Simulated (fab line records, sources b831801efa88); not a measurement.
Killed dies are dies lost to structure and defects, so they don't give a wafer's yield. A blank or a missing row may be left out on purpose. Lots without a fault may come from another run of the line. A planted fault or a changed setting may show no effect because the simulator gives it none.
Chamber matching | flow sky130 | SKY_PASSIVATION_CVD_00 on pecvd-02: 3 sister chambers
The step deposits SiO2, target thk 90 nm. 16 wafers are shown with their chamber, then 8 later ones without.

WAFERS WITH THEIR CHAMBER
wafer  | chamber | heater_power_w (W)
L089.1 | 2       | 541
L089.2 | 1       | 661
L089.3 | 0       | 730
L089.4 | 2       | 555
L089.5 | 1       | 662
L089.6 | 0       | 753
L090.1 | 0       | 737
L090.2 | 1       | 767
L090.5 | 1       | 748
L091.1 | 2       | 611
L091.2 | 1       | 780
L091.5 | 1       | 798
L092.1 | 0       | 698
L092.4 | 0       | 699
L092.6 | 2       | 614
L093.1 | 1       | 736

SIGNATURES (means of the wafers above)
reading        | chamber 0 | chamber 1 | chamber 2 | scatter within a chamber
heater_power_w | 723.40    | 736.00    | 580.25    | 43.5
Rule: a wafer's distance from a chamber is the root of the sum, over the readings, of the square of ((its reading less the chamber's mean) divided by the reading's scatter). The wafer belongs to the nearest chamber; if the next one is less than 2 further off, it can't be placed. The scatter: the root of (the sum of the squares of (reading less its chamber's mean) over the shown wafers, divided by (wafers less chambers)).

WAFERS WITHOUT THEIR CHAMBER
wafer  | heater_power_w (W)
L093.2 | 614
L093.3 | 599
L096.1 | 738
L096.2 | 570
L096.3 | 705
L096.4 | 729
L096.5 | 555
L096.6 | 727

WHICH CHAMBER EACH WENT THROUGH
wafer  | from the rows above     | in truth
L093.2 | can't be placed: 2 or 0 | 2
L093.3 | 2                       | 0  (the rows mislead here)
L096.1 | can't be placed: 1 or 0 | 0
L096.2 | 2                       | 2
L096.3 | can't be placed: 0 or 1 | 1
L096.4 | can't be placed: 0 or 1 | 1
L096.5 | 2                       | 2
L096.6 | can't be placed: 0 or 1 | 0
Placed correctly: 2 of 8. Can't be placed from these rows: 5 (the true chamber is among the candidates in 5). Placed wrongly: 1.
